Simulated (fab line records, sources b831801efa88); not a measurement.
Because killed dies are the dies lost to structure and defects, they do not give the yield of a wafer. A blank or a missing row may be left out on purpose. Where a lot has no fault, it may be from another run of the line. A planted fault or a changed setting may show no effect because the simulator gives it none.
Code-filled problem report in 8D (eight disciplines) form | flow gf180mcu | the parts of the form that need people (team, actions taken, sign-off) are left out

## 1. WHAT WENT WRONG
Mean STI_CVD_23_THK at GF_STI_THK_MEAS_24: 1226 nm over 2 wafers in 2 lots; fault-free wafers: 650 nm, standard deviation 7.3. Relative to the usual mean, that is a shift of +79 standard deviations.
The first sign was on wafer L890.4 at day 3 10:17, on filmMetro-01. Wafers with a number at this step in the record: 39, from 13 lots. By rule, "out" or "out of limits" means more than 4 standard deviations away from the usual mean. Any other wafer with a number is counted as sound.

## 2. WHAT THIS IS AND IS NOT
question                    | is                         | is not
which readings at this step | STI_CVD_23_THK             | -
which lots                  | L890, L892                 | L885, L886, L888, L897, L898, L899, L901, L903, L905, L906, L907
which wafers of those lots  | L890.4, L892.4             | L890.5, L890.6, L892.1, L892.5
read on which gauges        | filmMetro-01, filmMetro-03 | filmMetro-02
when                        | from day 3 10:17           | up to then (11 sound wafers); but 26 sound wafers of L892, L897, L898, L899, L901, L903, L905, L906, L907 came after

## 3. WHAT RULES OUT EACH SUSPECT
Counting: any tool at a process step up to the reading remains a suspect provided it ran every lot that is out. Sound lots after the first of them don't rule it out here, since some wafers of a struck lot are sound.
- the gauge at GF_STI_THK_MEAS_24: ruled out. 2 gauges (filmMetro-01, filmMetro-03) read the wafers that are out.
- hdpcvd-02 at GF_STI_CVD_23 (deposits SiO2, target thk 650 nm, time 108.3 s): kept. Every lot that is out went through it, the first being L890 (day 3 10:13); the last sound lot it ran before that was L888 (day 3 01:09).
- hdpcvd-02, GF_STI_CVD_23: wafers that are out in chamber 0, sound lot-mates in chambers 1, 2.
The count leaves hdpcvd-02 at GF_STI_CVD_23.

## 4. THE CAUSE (what the simulator had put in)
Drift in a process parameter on hdpcvd-02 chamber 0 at GF_STI_CVD_23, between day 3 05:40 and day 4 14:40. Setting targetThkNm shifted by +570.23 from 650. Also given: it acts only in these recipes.
Only this tool survived the counting.

## 5. SEQUENCE OF EFFECTS, ordered by route
One row per reading whose mean, taken over the struck wafers that have a number, lies over 3 standard deviations from the usual. Only readings for which the record gives a usual standard deviation are gone through. hours: the time from each lot's start at the first step in this table that gives one to its start at this step, as a median over the lots. sigmas: the change in usual standard deviations.
hours | step               | reading         | usual  | on struck wafers | change | sigmas
0     | GF_STI_THK_MEAS_24 | STI_CVD_23_THK  | 650 nm | 1226             | +576   | +79
0     | GF_STI_CMP_25      | timeToEndpointS | 123 s  | 234              | +110   | +26
It contains these process steps:
- GF_STI_CMP_25: polishes, stops on Si3N4, t overpolish 33 s, target thk 524.6 nm.
At these later measuring or inspecting steps, every struck wafer for which the step has a row has a number for every such reading, and none has moved that far: GF_M1_THK_MEAS_06, GF_M2_OVL_MEAS_15.

## 6. HOW IT WOULD HAVE BEEN CAUGHT EARLIER
5 hours passed between the start of the fault at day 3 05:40 and the first reading out of limits at a measuring or inspecting step in this record, taken at day 3 10:17.
An alarm limit of 4 standard deviations would not have fired on the tool readings at GF_STI_CVD_23 for which the record gives a usual standard deviation, since none of them was out on any struck wafer.
Among the 2 lots that are out, L892 began GF_STI_CVD_23 on hdpcvd-02 after day 3 10:17. Putting the tool on hold at that point would have spared it.
